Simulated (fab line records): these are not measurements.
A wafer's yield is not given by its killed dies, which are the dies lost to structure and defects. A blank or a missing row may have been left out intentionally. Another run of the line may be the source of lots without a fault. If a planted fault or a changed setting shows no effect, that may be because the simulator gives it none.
The same fault as seen by 2 desks :: flow gf180mcu :: what lay behind the numbers comes last; until then each desk has only its own

THE METROLOGY DESK
What the gauges read, lot by lot, whatever tool the lot ran on: means of the sampled wafers that have a number. Marked OUT: a lot whose mean sits more than 4 standard deviations from the usual mean, which makes it out of limits; the brackets give that distance.
Columns: A = DNWELL_TW at GF_DNWELL_TW_MEAS_09, usual 1370; B = VT_IMPLANT_TW at GF_VT_IMPLANT_TW_MEAS_10, usual 564
lot: L657
first seen here: day 2 21:25
A: 1346
B: 554

lot: L658
first seen here: day 3 01:24
A: 1340
B: 581

lot: L659
first seen here: day 3 10:12
A: 1387
B: 571

lot: L662
first seen here: day 3 20:41
A: 1389
B: 563

lot: L664
first seen here: day 4 10:46
A: 1395
B: 581

lot: L665
first seen here: day 4 16:01
A: 1352
B: 567

lot: L667
first seen here: day 4 23:49
A: 1378
B: 555

lot: L670
first seen here: day 5 14:18
A: 1389
B: 577

lot: L674
first seen here: day 6 13:07
A: 1395
B: 562

lot: L676
first seen here: day 7 00:09
A: 1361
B: 565

lot: L677
first seen here: day 7 03:40
A: 1357
B: 564

lot: L678
first seen here: day 7 12:49
A: 1351
B: 551

lot: L679
first seen here: day 7 17:59
A: 1349
B: 563

lot: L680
first seen here: day 7 21:42
A: 1361
B: 564
This desk's verdict: no lot among the 14 shows anything out of limits.

FOR THE TOOL OWNER'S DESK: litho_track-02
The tool's own readings at GF_MVPSD_DEVELOP_06 (develop time 60 s): means of the sampled wafers that have a number, for each lot that ran on this tool. Marked OUT: a lot whose mean sits more than 4 standard deviations from the usual mean, which makes it out of limits; the brackets give that distance.
Columns: A = developer_temp_C at GF_MVPSD_DEVELOP_06, usual 23.01 C
lot: L658
first seen here: day 5 06:00
A: 23.09

lot: L659
first seen here: day 5 17:00
A: 22.95

lot: L664
first seen here: day 6 21:00
A: 23.92 (+8.3) OUT

lot: L665
first seen here: day 7 01:00
A: 23.93 (+8.4) OUT

lot: L679
first seen here: day 10 14:00
A: 23.01
This desk's finding: out of limits on L664, L665; first on L664, day 6 21:00 (developer_temp_C at GF_MVPSD_DEVELOP_06). L658, L659, L679 stayed within limits.

PUT TOGETHER
The tool owner's desk had the chance to raise an alarm at day 6 21:00 on L664, L665.
Nothing out of limits was seen by the metrology desk.
The metrology desk has L664, L665 on record, within its limits.
All the named lots went through GF_MVPSD_DEVELOP_06 on litho_track-02.

WHAT WAS PUT IN BY THE SIMULATOR
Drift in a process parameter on litho_track-02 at GF_MVPSD_DEVELOP_06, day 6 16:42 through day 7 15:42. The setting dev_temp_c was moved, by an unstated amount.
Lots struck among those shown: L664, L665.
Delay in hours, fault start to first out-of-limits reading, by desk: the tool owner's desk at 4.
